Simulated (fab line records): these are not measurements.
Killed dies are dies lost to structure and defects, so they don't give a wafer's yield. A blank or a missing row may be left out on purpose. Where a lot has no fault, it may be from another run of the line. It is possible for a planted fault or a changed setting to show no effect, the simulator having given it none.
Chamber matching || flow sky130 || SKY_VIA1_CMP_02 on cmp-01 has 4 sister chambers
The step polishes SiO2. 4 wafers are shown with their chamber, then 7 later ones without.

EACH WAFER AND ITS CHAMBER
{"wafer": "L325.2", "chamber": 1, "motorCurrentA (A)": 11.7}
{"wafer": "L325.4", "chamber": 0, "motorCurrentA (A)": 12.7}
{"wafer": "L337.1", "chamber": 2, "motorCurrentA (A)": 13.7}
{"wafer": "L337.3", "chamber": 3, "motorCurrentA (A)": 11.4}

WAFERS MISSING THEIR CHAMBER
{"wafer": "L337.5", "motorCurrentA (A)": 13.0}
{"wafer": "L341.1", "motorCurrentA (A)": 12.1}
{"wafer": "L341.2", "motorCurrentA (A)": 11.9}
{"wafer": "L341.5", "motorCurrentA (A)": 11.7}
{"wafer": "L342.3", "motorCurrentA (A)": 11.9}
{"wafer": "L342.5", "motorCurrentA (A)": 14.4}
{"wafer": "L342.6", "motorCurrentA (A)": 12.5}

CHAMBER TAKEN BY EACH
{"wafer": "L337.5", "from the rows above": "can't be placed: 0 or 2", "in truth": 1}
{"wafer": "L341.1", "from the rows above": "can't be placed: 1 or 0 or 3", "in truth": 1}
{"wafer": "L341.2", "from the rows above": "can't be placed: 1 or 3 or 0", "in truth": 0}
{"wafer": "L341.5", "from the rows above": "can't be placed: 1 or 3", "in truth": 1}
{"wafer": "L342.3", "from the rows above": "can't be placed: 1 or 3 or 0", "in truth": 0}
{"wafer": "L342.5", "from the rows above": 2, "in truth": 2}
{"wafer": "L342.6", "from the rows above": "can't be placed: 0 or 1", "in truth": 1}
1 of 7 placed correctly. These rows do not allow placing 6 (true chamber among the candidates in 5). Wrongly placed: 0.
How it was worked out, from the rows above alone: a wafer's distance from a chamber is the root of the sum, over the readings, of the square of ((its reading less the chamber's mean) divided by the reading's scatter). If the next closest chamber is less than 2 further off than the closest, the wafer can't be placed; otherwise it belongs to the closest. A chamber's mean is the mean of its shown wafers. The scatter: root of mean squared gap, hidden wafer to nearest shown wafer, with one shown wafer a chamber.
